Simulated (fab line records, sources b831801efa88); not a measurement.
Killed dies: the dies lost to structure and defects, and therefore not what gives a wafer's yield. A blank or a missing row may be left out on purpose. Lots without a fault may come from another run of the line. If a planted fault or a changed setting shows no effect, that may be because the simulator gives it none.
The tool behind it: which one? || flow sky130 || 12 lots with 36 wafers sampled at 5 steps, on a route of 708 steps

WHAT THE GAUGES READ, wafer by wafer
SKY_GATE_OXIDE_OVL_MEAS_10.
{"lot": "L816", "measured": "day 14 12:09", "on": "overlay-02", "GATE_OXIDE_OVL (nm)": "-2.1 -0.6 0.9"}
{"lot": "L817", "measured": "day 14 16:30", "on": "overlay-01", "GATE_OXIDE_OVL (nm)": "1.9 1.4 -0.9"}
{"lot": "L818", "measured": "day 15 08:37", "on": "overlay-01", "GATE_OXIDE_OVL (nm)": "1.1 0.4 1.0"}
{"lot": "L819", "measured": "day 15 08:19", "on": "overlay-01", "GATE_OXIDE_OVL (nm)": "1.3 1.6 0.9"}
{"lot": "L821", "measured": "day 16 00:41", "on": "overlay-01", "GATE_OXIDE_OVL (nm)": "-2.2 -0.6 -2.3"}
{"lot": "L822", "measured": "day 16 09:07", "on": "overlay-02", "GATE_OXIDE_OVL (nm)": "-1.0 -0.6 -1.4"}
{"lot": "L823", "measured": "day 16 13:13", "on": "overlay-02", "GATE_OXIDE_OVL (nm)": "-0.1 -0.2 -2.2"}
{"lot": "L824", "measured": "day 17 00:25", "on": "overlay-01", "GATE_OXIDE_OVL (nm)": "1.6 0.5 0.6"}
{"lot": "L825", "measured": "day 17 15:50", "on": "overlay-02", "GATE_OXIDE_OVL (nm)": "1.0 1.5 1.0"}
{"lot": "L835", "measured": "day 20 23:58", "on": "overlay-01", "GATE_OXIDE_OVL (nm)": "-0.7 0.5 0.1"}
{"lot": "L836", "measured": "day 21 01:48", "on": "overlay-01", "GATE_OXIDE_OVL (nm)": "2.2 1.2 1.7"}
{"lot": "L838", "measured": "day 21 19:50", "on": "overlay-02", "GATE_OXIDE_OVL (nm)": "-1.7 -2.9 0.1"}

SKY_RES_PROTECT_TW_MEAS_08.
{"lot": "L816", "measured": "day 15 18:52", "on": "film_metro-03", "POLY_GATE_TW": "4062 4049 4046"}
{"lot": "L817", "measured": "day 16 01:49", "on": "film_metro-01", "POLY_GATE_TW": "4009 3995 4038"}
{"lot": "L818", "measured": "day 16 16:30", "on": "film_metro-02", "POLY_GATE_TW": "3967 3976 4000"}
{"lot": "L819", "measured": "day 16 15:41", "on": "film_metro-02", "POLY_GATE_TW": "3974 3999 3972"}
{"lot": "L821", "measured": "day 17 07:45", "on": "film_metro-03", "POLY_GATE_TW": "4032 4056 4053"}
{"lot": "L822", "measured": "day 17 17:52", "on": "film_metro-01", "POLY_GATE_TW": "3981 3979 3987"}
{"lot": "L823", "measured": "day 17 20:52", "on": "film_metro-03", "POLY_GATE_TW": "4068 4043 4030"}
{"lot": "L824", "measured": "day 18 09:25", "on": "film_metro-03", "POLY_GATE_TW": "4011 3994 4027"}
{"lot": "L825", "measured": "day 19 03:34", "on": "film_metro-03", "POLY_GATE_TW": "4030 4025 4031"}
{"lot": "L835", "measured": "day 22 09:13", "on": "film_metro-01", "POLY_GATE_TW": "3982 3977 3974"}
{"lot": "L836", "measured": "day 22 11:31", "on": "film_metro-01", "POLY_GATE_TW": "3997 3982 3946"}
{"lot": "L838", "measured": "day 23 06:42", "on": "film_metro-01", "POLY_GATE_TW": "4004 3960 3983"}

TOOL THAT RAN EACH LOT (tool first, then ch and the chambers of the sampled wafers, then the start)
{"lot": "L816", "SKY_VT_ADJUST_LVTN_COAT_02": "litho_track-02 ch 0, day 6 23:29", "SKY_VT_ADJUST_LVTN_STRIP_09": "plasma_asher-01 ch 0,1, day 7 10:39", "SKY_SONOS_ONO_ETCH_15": "rie_diel-04 ch 0,1,2, day 13 09:22"}
{"lot": "L817", "SKY_VT_ADJUST_LVTN_COAT_02": "litho_track-03 ch 0, day 7 00:51", "SKY_VT_ADJUST_LVTN_STRIP_09": "plasma_asher-01 ch 0,1, day 7 11:57", "SKY_SONOS_ONO_ETCH_15": "rie_diel-01 ch 0,3, day 13 10:33"}
{"lot": "L818", "SKY_VT_ADJUST_LVTN_COAT_02": "litho_track-04 ch 0, day 7 14:58", "SKY_VT_ADJUST_LVTN_STRIP_09": "plasma_asher-02 ch 0,1, day 8 01:05", "SKY_SONOS_ONO_ETCH_15": "rie_diel-03 ch 2,3, day 14 04:40"}
{"lot": "L819", "SKY_VT_ADJUST_LVTN_COAT_02": "litho_track-02 ch 0, day 7 15:26", "SKY_VT_ADJUST_LVTN_STRIP_09": "plasma_asher-03 ch 0,1, day 8 01:28", "SKY_SONOS_ONO_ETCH_15": "rie_diel-01 ch 1,2, day 14 04:34"}
{"lot": "L821", "SKY_VT_ADJUST_LVTN_COAT_02": "litho_track-04 ch 0, day 8 02:37", "SKY_VT_ADJUST_LVTN_STRIP_09": "plasma_asher-02 ch 0,1, day 8 13:08", "SKY_SONOS_ONO_ETCH_15": "rie_diel-01 ch 0,2,3, day 14 17:46"}
{"lot": "L822", "SKY_VT_ADJUST_LVTN_COAT_02": "litho_track-04 ch 0, day 8 10:35", "SKY_VT_ADJUST_LVTN_STRIP_09": "plasma_asher-03 ch 1, day 8 20:56", "SKY_SONOS_ONO_ETCH_15": "rie_diel-04 ch 1,2, day 15 03:13"}
{"lot": "L823", "SKY_VT_ADJUST_LVTN_COAT_02": "litho_track-04 ch 0, day 8 14:02", "SKY_VT_ADJUST_LVTN_STRIP_09": "plasma_asher-02 ch 0,1, day 9 00:56", "SKY_SONOS_ONO_ETCH_15": "rie_diel-01 ch 0,1,3, day 15 07:52"}
{"lot": "L824", "SKY_VT_ADJUST_LVTN_COAT_02": "litho_track-04 ch 0, day 8 22:01", "SKY_VT_ADJUST_LVTN_STRIP_09": "plasma_asher-03 ch 0,1, day 9 10:06", "SKY_SONOS_ONO_ETCH_15": "rie_diel-01 ch 0,2,3, day 15 17:22"}
{"lot": "L825", "SKY_VT_ADJUST_LVTN_COAT_02": "litho_track-04 ch 0, day 9 06:53", "SKY_VT_ADJUST_LVTN_STRIP_09": "plasma_asher-02 ch 0,1, day 9 18:06", "SKY_SONOS_ONO_ETCH_15": "rie_diel-04 ch 0,3, day 16 06:22"}
{"lot": "L835", "SKY_VT_ADJUST_LVTN_COAT_02": "litho_track-04 ch 0, day 12 01:17", "SKY_VT_ADJUST_LVTN_STRIP_09": "plasma_asher-02 ch 0,1, day 12 13:57", "SKY_SONOS_ONO_ETCH_15": "rie_diel-04 ch 0,2, day 19 15:43"}
{"lot": "L836", "SKY_VT_ADJUST_LVTN_COAT_02": "litho_track-02 ch 0, day 12 03:42", "SKY_VT_ADJUST_LVTN_STRIP_09": "plasma_asher-02 ch 0, day 12 16:32", "SKY_SONOS_ONO_ETCH_15": "rie_diel-01 ch 0,1,3, day 19 17:28"}
{"lot": "L838", "SKY_VT_ADJUST_LVTN_COAT_02": "litho_track-03 ch 0, day 12 17:09", "SKY_VT_ADJUST_LVTN_STRIP_09": "plasma_asher-01 ch 0,1, day 13 06:08", "SKY_SONOS_ONO_ETCH_15": "rie_diel-04 ch 1,2,3, day 20 12:04"}
- SKY_VT_ADJUST_LVTN_COAT_02: resist thk 3000 nm.
- SKY_VT_ADJUST_LVTN_STRIP_09: strips in O2/N2.
- SKY_SONOS_ONO_ETCH_15: etches the open film in CHF3/O2, target depth 19.52 nm, time 7.8 s.

AS READ BY THE TOOLS THEMSELVES (means over the sampled wafers that have a number; for cases with no such wafer, the mark the record gives instead)
SKY_VT_ADJUST_LVTN_COAT_02.
{"lot": "L816", "tool": "litho_track-02", "resist_line_temp_C (C)": 23.03}
{"lot": "L817", "tool": "litho_track-03", "resist_line_temp_C (C)": 22.91}
{"lot": "L818", "tool": "litho_track-04", "resist_line_temp_C (C)": 23.24}
{"lot": "L819", "tool": "litho_track-02", "resist_line_temp_C (C)": 23.12}
{"lot": "L821", "tool": "litho_track-04", "resist_line_temp_C (C)": 23.03}
{"lot": "L822", "tool": "litho_track-04", "resist_line_temp_C (C)": 23.00}
{"lot": "L823", "tool": "litho_track-04", "resist_line_temp_C (C)": 22.88}
{"lot": "L824", "tool": "litho_track-04", "resist_line_temp_C (C)": 23.01}
{"lot": "L825", "tool": "litho_track-04", "resist_line_temp_C (C)": 22.94}
{"lot": "L835", "tool": "litho_track-04", "resist_line_temp_C (C)": 23.09}
{"lot": "L836", "tool": "litho_track-02", "resist_line_temp_C (C)": 22.96}
{"lot": "L838", "tool": "litho_track-03", "resist_line_temp_C (C)": 23.05}

SKY_VT_ADJUST_LVTN_STRIP_09.
{"lot": "L816", "tool": "plasma_asher-01", "chamber_pressure_mTorr (mTorr)": 1500.5, "drypump_motor_current_A (A)": 6.31, "oes_product_au (a.u.)": 0.724, "strip_time_to_endpoint_s (s)": 37.01}
{"lot": "L817", "tool": "plasma_asher-01", "chamber_pressure_mTorr (mTorr)": 1501.9, "drypump_motor_current_A (A)": 6.50, "oes_product_au (a.u.)": 0.722, "strip_time_to_endpoint_s (s)": 36.81}
{"lot": "L818", "tool": "plasma_asher-02", "chamber_pressure_mTorr (mTorr)": 1499.0, "drypump_motor_current_A (A)": 5.97, "oes_product_au (a.u.)": 0.722, "strip_time_to_endpoint_s (s)": 36.92}
{"lot": "L819", "tool": "plasma_asher-03", "chamber_pressure_mTorr (mTorr)": 1499.4, "drypump_motor_current_A (A)": 5.78, "oes_product_au (a.u.)": 0.722, "strip_time_to_endpoint_s (s)": 36.95}
{"lot": "L821", "tool": "plasma_asher-02", "chamber_pressure_mTorr (mTorr)": 1500.1, "drypump_motor_current_A (A)": 5.87, "oes_product_au (a.u.)": 0.722, "strip_time_to_endpoint_s (s)": 36.85}
{"lot": "L822", "tool": "plasma_asher-03", "chamber_pressure_mTorr (mTorr)": 1499.7, "drypump_motor_current_A (A)": 5.71, "oes_product_au (a.u.)": 0.719, "strip_time_to_endpoint_s (s)": 37.02}
{"lot": "L823", "tool": "plasma_asher-02", "chamber_pressure_mTorr (mTorr)": 1499.3, "drypump_motor_current_A (A)": 5.88, "oes_product_au (a.u.)": 0.722, "strip_time_to_endpoint_s (s)": 32.39}
{"lot": "L824", "tool": "plasma_asher-03", "chamber_pressure_mTorr (mTorr)": 1497.2, "drypump_motor_current_A (A)": 5.76, "oes_product_au (a.u.)": 0.723, "strip_time_to_endpoint_s (s)": 32.18}
{"lot": "L825", "tool": "plasma_asher-02", "chamber_pressure_mTorr (mTorr)": 1500.1, "drypump_motor_current_A (A)": 5.99, "oes_product_au (a.u.)": 0.720, "strip_time_to_endpoint_s (s)": 32.26}
{"lot": "L835", "tool": "plasma_asher-02", "chamber_pressure_mTorr (mTorr)": 1498.1, "drypump_motor_current_A (A)": 5.98, "oes_product_au (a.u.)": 0.716, "strip_time_to_endpoint_s (s)": 37.06}
{"lot": "L836", "tool": "plasma_asher-02", "chamber_pressure_mTorr (mTorr)": 1498.4, "drypump_motor_current_A (A)": 5.79, "oes_product_au (a.u.)": 0.724, "strip_time_to_endpoint_s (s)": 37.16}
{"lot": "L838", "tool": "plasma_asher-01", "chamber_pressure_mTorr (mTorr)": 1500.3, "drypump_motor_current_A (A)": 6.50, "oes_product_au (a.u.)": 0.723, "strip_time_to_endpoint_s (s)": 36.88}

SKY_SONOS_ONO_ETCH_15.
{"lot": "L816", "tool": "rie_diel-04", "chamber_pressure_mTorr (mTorr)": 39.98, "drypump_motor_current_A (A)": 5.6, "oes_product_au (a.u.)": 0.999, "throttle_valve_pct (%)": 8.826}
{"lot": "L817", "tool": "rie_diel-01", "chamber_pressure_mTorr (mTorr)": 40.01, "drypump_motor_current_A (A)": 6.2, "oes_product_au (a.u.)": 0.994, "throttle_valve_pct (%)": 8.822}
{"lot": "L818", "tool": "rie_diel-03", "chamber_pressure_mTorr (mTorr)": 39.96, "drypump_motor_current_A (A)": 6.1, "oes_product_au (a.u.)": 1.000, "throttle_valve_pct (%)": 8.822}
{"lot": "L819", "tool": "rie_diel-01", "chamber_pressure_mTorr (mTorr)": 40.01, "drypump_motor_current_A (A)": 5.6, "oes_product_au (a.u.)": 0.991, "throttle_valve_pct (%)": 8.826}
{"lot": "L821", "tool": "rie_diel-01", "chamber_pressure_mTorr (mTorr)": 40.01, "drypump_motor_current_A (A)": 5.8, "oes_product_au (a.u.)": 0.993, "throttle_valve_pct (%)": 8.823}
{"lot": "L822", "tool": "rie_diel-04", "chamber_pressure_mTorr (mTorr)": 39.99, "drypump_motor_current_A (A)": 5.8, "oes_product_au (a.u.)": 0.996, "throttle_valve_pct (%)": 8.826}
{"lot": "L823", "tool": "rie_diel-01", "chamber_pressure_mTorr (mTorr)": 40.01, "drypump_motor_current_A (A)": 6.2, "oes_product_au (a.u.)": 0.987, "throttle_valve_pct (%)": 8.822}
{"lot": "L824", "tool": "rie_diel-01", "chamber_pressure_mTorr (mTorr)": 40.02, "drypump_motor_current_A (A)": 5.8, "oes_product_au (a.u.)": 0.990, "throttle_valve_pct (%)": 8.827}
{"lot": "L825", "tool": "rie_diel-04", "chamber_pressure_mTorr (mTorr)": 40.00, "drypump_motor_current_A (A)": 5.1, "oes_product_au (a.u.)": 1.003, "throttle_valve_pct (%)": 8.819}
{"lot": "L835", "tool": "rie_diel-04", "chamber_pressure_mTorr (mTorr)": 40.01, "drypump_motor_current_A (A)": 5.4, "oes_product_au (a.u.)": 0.991, "throttle_valve_pct (%)": 8.820}
{"lot": "L836", "tool": "rie_diel-01", "chamber_pressure_mTorr (mTorr)": 40.02, "drypump_motor_current_A (A)": 6.2, "oes_product_au (a.u.)": 0.989, "throttle_valve_pct (%)": 8.830}
{"lot": "L838", "tool": "rie_diel-04", "chamber_pressure_mTorr (mTorr)": 40.00, "drypump_motor_current_A (A)": 5.7, "oes_product_au (a.u.)": 1.006, "throttle_valve_pct (%)": 8.830}

THE ANSWER, worked out from the rows above alone
Rule: what is usual is taken from the lots themselves. The widest of any qualifying gaps counts: lots, ordered by their means at a reading, are off when they make up no more than a third of the lots, leave a main group of 4 or more, and stand apart from it by 3 or more times the standard deviation of that group's means. A main group is skipped when, at the precision printed for the reading in the tables above, its means are all equal. Also off: a lot with no number at a reading for which 4 or more lots have one. Any other lot the step has rows for is counted as sound. Order of review: gauges by route order, followed by the tools' own readings, for which a lot's mean as printed above is used. The first step at which some lot is off is used, and at that step the reading that is off furthest; a lot without a number counts as furthest.
Off at SKY_VT_ADJUST_LVTN_STRIP_09 (strip_time_to_endpoint_s): L823, L824, L825. The main group has a mean of 36.96 s with a standard deviation of 0.1.
If a tool, at that step or one of the process steps before it, ran each lot that is off and ran no sound lot following the first of them, it fits. None of those tried fits.

WHAT WAS PUT IN BY THE SIMULATOR
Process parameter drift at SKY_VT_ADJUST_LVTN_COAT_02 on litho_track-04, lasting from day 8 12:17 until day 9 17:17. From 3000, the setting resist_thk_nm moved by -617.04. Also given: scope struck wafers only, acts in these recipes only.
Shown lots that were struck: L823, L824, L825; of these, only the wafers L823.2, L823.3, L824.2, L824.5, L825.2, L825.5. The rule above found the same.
